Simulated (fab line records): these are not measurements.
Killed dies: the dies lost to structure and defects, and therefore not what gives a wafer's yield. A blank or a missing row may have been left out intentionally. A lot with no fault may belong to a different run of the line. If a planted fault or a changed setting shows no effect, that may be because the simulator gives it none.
Chamber matching -- flow sfq-line -- SFQ_TRILAYER_I7_CMP_CMP_184 on cmp-02 has 4 sister chambers
The step polishes SiO2. 14 wafers are shown with their chamber, then 7 later ones without.

## EACH WAFER AND ITS CHAMBER
wafer,chamber,motor-current-A (A),retaining-ring-pressure-frac,time-to-endpoint-s (s)
L504.1,1,10.5,0.997,214
L504.4,2,10.2,1.001,226
L504.5,1,10.9,1.003,219
L507.3,1,10.7,1.005,217
L507.4,0,9.4,0.998,219
L507.6,3,9.1,1.001,232
L512.1,1,10.7,0.997,205
L512.3,0,9.1,1.002,207
L512.5,1,10.4,0.992,207
L517.1,3,9.1,1.001,204
L517.2,1,10.6,0.992,201
L517.3,2,10.2,1.005,205
L524.1,0,9.5,1.003,219
L524.2,1,9.8,1.002,217

SIGNATURES, as means of the wafers listed above
reading,chamber 0,chamber 1,chamber 2,chamber 3,scatter within a chamber
motor-current-A,9.333,10.514,10.200,9.100,0.289
retaining-ring-pressure-frac,1.00100,0.99829,1.00300,1.00100,0.00431
time-to-endpoint-s,215.00,211.43,215.50,218.00,10
Rule: a wafer lies at a distance from a chamber equal to the root of the sum of squares, over the readings, of (its reading less the chamber's mean, divided by the reading's scatter). The wafer belongs to the nearest chamber; if the next one is less than 2 further off, it can't be placed. The scatter is the square root of a quotient: the sum, over the shown wafers, of each reading's squared deviation from its chamber's mean, divided by wafers minus chambers.

## WAFERS WHOSE CHAMBER IS MISSING
wafer,motor-current-A (A),retaining-ring-pressure-frac,time-to-endpoint-s (s)
L524.5,9.4,1.003,216
L526.1,9.0,1.002,215
L526.2,9.9,0.999,219
L526.4,11.0,1.001,232
L527.1,10.1,0.999,223
L527.2,10.2,0.994,222
L527.5,9.6,0.999,225

## THE CHAMBER EACH PASSED THROUGH
wafer,from the rows above,in truth
L524.5,can't be placed: 0 or 3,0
L526.1,can't be placed: 3 or 0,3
L526.2,can't be placed: 2 or 0 or 1 or 3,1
L526.4,can't be placed: 1 or 2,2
L527.1,can't be placed: 2 or 1 or 0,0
L527.2,can't be placed: 1 or 2 or 0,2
L527.5,can't be placed: 0 or 3 or 2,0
0 of 7 placed correctly. From these rows, 7 cannot be placed; in 7 the true chamber is one of the candidates. 0 placed wrongly.
